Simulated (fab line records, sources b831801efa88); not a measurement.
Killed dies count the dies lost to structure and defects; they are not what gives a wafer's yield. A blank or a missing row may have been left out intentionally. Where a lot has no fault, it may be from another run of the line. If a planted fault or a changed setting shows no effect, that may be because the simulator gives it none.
Which of the tools did it? :: flow gf180mcu :: 42 wafers from 14 lots sampled at 2 of the route's 602 steps

## WHAT THE GAUGES READ, wafer by wafer
GF_CONTACT_THK_MEAS_01.
lot: L774
measured: day 15 03:04
on: film-metro-01
CONTACT_CVD_00_THK (nm): 303.9 298.2 295.6

lot: L775
measured: day 15 13:35
on: film-metro-04
CONTACT_CVD_00_THK (nm): 296.7 299.1 294.1

lot: L776
measured: day 15 22:37
on: film-metro-04
CONTACT_CVD_00_THK (nm): 302.3 298.4 299.5

lot: L777
measured: day 16 07:55
on: film-metro-04
CONTACT_CVD_00_THK (nm): 299.6 302.7 301.5

lot: L778
measured: day 16 11:07
on: film-metro-04
CONTACT_CVD_00_THK (nm): 294.3 294.2 294.4

lot: L779
measured: day 17 14:55
on: film-metro-04
CONTACT_CVD_00_THK (nm): 297.4 296.1 295.7

lot: L782
measured: day 17 23:59
on: film-metro-04
CONTACT_CVD_00_THK (nm): 296.9 299.3 300.1

lot: L785
measured: day 19 02:36
on: film-metro-03
CONTACT_CVD_00_THK (nm): 299.7 300.8 295.8

lot: L786
measured: day 19 13:13
on: film-metro-04
CONTACT_CVD_00_THK (nm): 301.6 304.6 305.2

lot: L787
measured: day 19 20:25
on: film-metro-03
CONTACT_CVD_00_THK (nm): 299.7 303.7 299.9

lot: L788
measured: day 20 08:27
on: film-metro-04
CONTACT_CVD_00_THK (nm): 302.9 148.4 151.8

lot: L789
measured: day 20 14:10
on: film-metro-03
CONTACT_CVD_00_THK (nm): 298.6 298.8 298.9

lot: L790
measured: day 21 00:35
on: film-metro-01
CONTACT_CVD_00_THK (nm): 152.3 303.4 303.0

lot: L791
measured: day 24 07:37
on: film-metro-03
CONTACT_CVD_00_THK (nm): 299.7 303.5 299.8

## WHICH TOOL RAN EACH LOT (tool, then ch and the chambers of the sampled wafers, then the start)
lot: L774
GF_CONTACT_CVD_00: hdpcvd-02 ch 0,1,2, day 15 03:01

lot: L775
GF_CONTACT_CVD_00: hdpcvd-01 ch 0,1,2, day 15 13:31

lot: L776
GF_CONTACT_CVD_00: hdpcvd-02 ch 0,2, day 15 22:35

lot: L777
GF_CONTACT_CVD_00: hdpcvd-01 ch 0,2, day 16 07:52

lot: L778
GF_CONTACT_CVD_00: hdpcvd-01 ch 0,1, day 16 11:04

lot: L779
GF_CONTACT_CVD_00: hdpcvd-01 ch 0,1,2, day 17 14:53

lot: L782
GF_CONTACT_CVD_00: hdpcvd-02 ch 1,2, day 17 23:56

lot: L785
GF_CONTACT_CVD_00: hdpcvd-02 ch 0,1, day 19 02:33

lot: L786
GF_CONTACT_CVD_00: hdpcvd-02 ch 0,1, day 19 13:10

lot: L787
GF_CONTACT_CVD_00: hdpcvd-01 ch 1,2, day 19 20:22

lot: L788
GF_CONTACT_CVD_00: hdpcvd-02 ch 0,1, day 20 08:25

lot: L789
GF_CONTACT_CVD_00: hdpcvd-01 ch 0,1, day 20 14:07

lot: L790
GF_CONTACT_CVD_00: hdpcvd-02 ch 0,1,2, day 21 00:30

lot: L791
GF_CONTACT_CVD_00: hdpcvd-01 ch 0,1, day 24 07:35
- GF_CONTACT_CVD_00: deposits SiO2, target thk 300 nm, time 50 s.

## AS READ BY THE TOOLS THEMSELVES (means over the sampled wafers that have a number; for cases with no such wafer, the mark the record gives instead)
GF_CONTACT_CVD_00.
lot: L774
tool: hdpcvd-02
sih4-flow-sccm (sccm): 59.95
susceptor-temp-C (C): 400.00

lot: L775
tool: hdpcvd-01
sih4-flow-sccm (sccm): 59.95
susceptor-temp-C (C): 400.03

lot: L776
tool: hdpcvd-02
sih4-flow-sccm (sccm): 59.98
susceptor-temp-C (C): 399.96

lot: L777
tool: hdpcvd-01
sih4-flow-sccm (sccm): 60.06
susceptor-temp-C (C): 400.17

lot: L778
tool: hdpcvd-01
sih4-flow-sccm (sccm): 60.02
susceptor-temp-C (C): 399.95

lot: L779
tool: hdpcvd-01
sih4-flow-sccm (sccm): 59.86
susceptor-temp-C (C): 400.06

lot: L782
tool: hdpcvd-02
sih4-flow-sccm (sccm): 60.09
susceptor-temp-C (C): 399.92

lot: L785
tool: hdpcvd-02
sih4-flow-sccm (sccm): 59.98
susceptor-temp-C (C): 399.82

lot: L786
tool: hdpcvd-02
sih4-flow-sccm (sccm): 60.03
susceptor-temp-C (C): 400.02

lot: L787
tool: hdpcvd-01
sih4-flow-sccm (sccm): 60.08
susceptor-temp-C (C): 399.88

lot: L788
tool: hdpcvd-02
sih4-flow-sccm (sccm): 40.22
susceptor-temp-C (C): 399.75

lot: L789
tool: hdpcvd-01
sih4-flow-sccm (sccm): 60.01
susceptor-temp-C (C): 399.77

lot: L790
tool: hdpcvd-02
sih4-flow-sccm (sccm): 49.87
susceptor-temp-C (C): 400.04

lot: L791
tool: hdpcvd-01
sih4-flow-sccm (sccm): 60.02
susceptor-temp-C (C): 399.83

## THE ANSWER, worked out from the rows above alone
Rule: usual is defined by the lots themselves. Put in order of their means at a reading, lots are off if they are a third of the lots or fewer, leave a main group of 4 or more, and stand apart from it by a gap of 3 or more times the standard deviation of the main group's means; of several such gaps the widest counts. If all means in a main group match to the digits the tables above print for the reading, that group is not used. Also off: a lot with no number at a reading for which 4 or more lots have one. Where the step has rows for the other lots, those lots are counted as sound. First the gauges in route order, then the tools' own readings, where a lot's mean is used as printed above. At the first step where some lot is off, the reading lying furthest off is the one used; lots without a number count as furthest.
Off: L788, L790, at GF_CONTACT_THK_MEAS_01 (CONTACT_CVD_00_THK). The main group has a mean of 299.2 nm with a standard deviation of 2.4.
If a tool, at a process step before that reading, ran all the lots that are off and no sound lot after the first of them, it fits. The gauges at GF_CONTACT_THK_MEAS_01 aren't tried: what is off there is off at GF_CONTACT_CVD_00 too, on other tools, and a gauge's error can't cause that. One fits: hdpcvd-02 at GF_CONTACT_CVD_00. Its last sound lot is L786 (day 19 13:10), its first lot that is off L788 (day 20 08:25): a fault that began between those two fits.
On the lots that are off, the tool's own readings at GF_CONTACT_CVD_00 differ by more than 5 times the standard deviation of the sound lots' means, which bears it out; sih4-flow-sccm reads 45.05 sccm there versus 60.00 sccm on the sound lots.

## WHAT THE SIMULATOR PUT IN
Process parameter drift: hdpcvd-02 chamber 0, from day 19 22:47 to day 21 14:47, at GF_CONTACT_CVD_00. Setting sih4-flow-sccm, moved by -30, from 60. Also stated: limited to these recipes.
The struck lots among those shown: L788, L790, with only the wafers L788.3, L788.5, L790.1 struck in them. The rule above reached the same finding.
